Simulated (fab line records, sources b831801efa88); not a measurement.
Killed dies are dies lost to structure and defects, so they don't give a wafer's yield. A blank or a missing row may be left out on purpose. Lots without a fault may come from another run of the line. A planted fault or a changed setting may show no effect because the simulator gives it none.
Split-lot experiment | flow sky130 | 5 lots, 23 wafers read, on a route of 708 steps

THE SPLIT
At SKY_VT_ADJUST_HVTP_COAT_02 (resist thk 1140 nm), the setting spin_rpm was moved away from the recipe's 3000 rpm on 7 of the 23 wafers read, by -6.4% to +4.5%. The other wafers ran this setting at the recipe's value.

The reading is taken at the split's own step.

THE READING
NOVOLAK_of_VT_ADJUST_HVTP_COAT_02.thk_nm (the simulator's own value, which no gauge read), in nm, at SKY_VT_ADJUST_HVTP_COAT_02 (resist thk 1140 nm). The file gives no usual value for it. The 16 wafers here that ran the recipe average 1141 nm, standard deviation 3.9 nm.

wafer  | tool, chamber at the split | spin_rpm as run, rpm | against the recipe | NOVOLAK_of_VT_ADJUST_HVTP_COAT_02.thk_nm, nm | against lot-mates on the recipe
L076.1 | litho_track-04, 0          | 3000                 | recipe             | 1146                                         | -
L076.2 | litho_track-04, 0          | 3000                 | recipe             | 1143                                         | -
L076.4 | litho_track-04, 0          | 3000                 | recipe             | 1143                                         | -
L076.5 | litho_track-04, 0          | 3086                 | +2.9%              | 1127                                         | -17
L076.6 | litho_track-04, 0          | 3086                 | +2.9%              | 1124                                         | -20
L079.1 | litho_track-03, 0          | 3000                 | recipe             | 1137                                         | -
L079.3 | litho_track-03, 0          | 3000                 | recipe             | 1137                                         | -
L079.4 | litho_track-03, 0          | 3000                 | recipe             | 1138                                         | -
L079.5 | litho_track-03, 0          | 3000                 | recipe             | 1136                                         | -
L079.6 | litho_track-03, 0          | 3000                 | recipe             | 1136                                         | -
L080.2 | litho_track-03, 0          | 2807                 | -6.4%              | 1188                                         | +42
L080.3 | litho_track-03, 0          | 3000                 | recipe             | 1144                                         | -
L080.4 | litho_track-03, 0          | 3000                 | recipe             | 1144                                         | -
L080.5 | litho_track-03, 0          | 2807                 | -6.4%              | 1180                                         | +34
L080.6 | litho_track-03, 0          | 3000                 | recipe             | 1149                                         | -
L083.1 | litho_track-04, 0          | 3135                 | +4.5%              | 1119                                         | -26
L083.3 | litho_track-04, 0          | 3135                 | +4.5%              | 1118                                         | -27
L083.4 | litho_track-04, 0          | 3135                 | +4.5%              | 1121                                         | -24
L083.5 | litho_track-04, 0          | 3000                 | recipe             | 1145                                         | -
L083.6 | litho_track-04, 0          | 3000                 | recipe             | 1145                                         | -
L084.3 | litho_track-01, 0          | 3000                 | recipe             | 1141                                         | -
L084.4 | litho_track-01, 0          | 3000                 | recipe             | 1138                                         | -
L084.6 | litho_track-01, 0          | 3000                 | recipe             | 1140                                         | -

THE FIT
A straight line over all 23 wafers: NOVOLAK_of_VT_ADJUST_HVTP_COAT_02.thk_nm changes by -5.9 nm for each +1% of spin_rpm; r = -0.97; the points scatter about the line by 4.2 nm.
The same after taking each lot's own level away (the mean of its wafers on the recipe; 23 wafers): -5.91 nm for each +1%; r = -0.99; scatter 1.9 nm.
On that fit, the largest move of spin_rpm shifts the reading by 38 nm.
The lots' own levels span 1136.8 to 1145.7 nm, that is 2.3 times the standard deviation above.
So the lot-to-lot level changes the slope little: the two slopes agree.
Check: with one of the wafers moved furthest among these (-6.4%) left out of the fit, the line predicts +36 nm for it against its lot-mates. It came out at +42.3 nm against them.

OTHER SPLITS ON THESE WAFERS
These wafers also went through other splits before the reading. Each is held against what the fit with the lots' levels taken away leaves over:
other split on the same wafers  | wafers away from the commonest value | r with NOVOLAK_of_VT_ADJUST_HVTP_COAT_02.thk_nm (lot level and that fit taken away)
SKY_FIELD_ISO_EXPOSE_10 dose_mj | 11                                   | +0.07
SKY_FIELD_ISO_ETCH_17 icp_w     | 6                                    | +0.09
SKY_PWDE_IMPLANT_08 energy_kev  | 8                                    | +0.25
SKY_NWELL_IMPLANT_13 energy_kev | 9                                    | +0.02
SKY_NWELL_IMPLANT_24 energy_kev | 10                                   | -0.15

THE WHOLE CHAIN: every reading that the file lists as answering this split, in the file's order
step                        | what it does       | reading                                                                                   | change (the file's fit)              | r (the file's)
SKY_VT_ADJUST_HVTP_COAT_02  | resist thk 1140 nm | NOVOLAK_of_VT_ADJUST_HVTP_COAT_02.thk_nm (the simulator's own value, which no gauge read) | -5.89 nm for each +1% of the setting | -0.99
SKY_VT_ADJUST_HVTP_STRIP_10 | strips in O2/N2    | strip_time_to_endpoint_s                                                                  | withheld for each +1% of the setting | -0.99

THE FILE'S OWN FIT
NOVOLAK_of_VT_ADJUST_HVTP_COAT_02.thk_nm changes by -5.89 nm for each +1% of spin_rpm, r = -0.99.
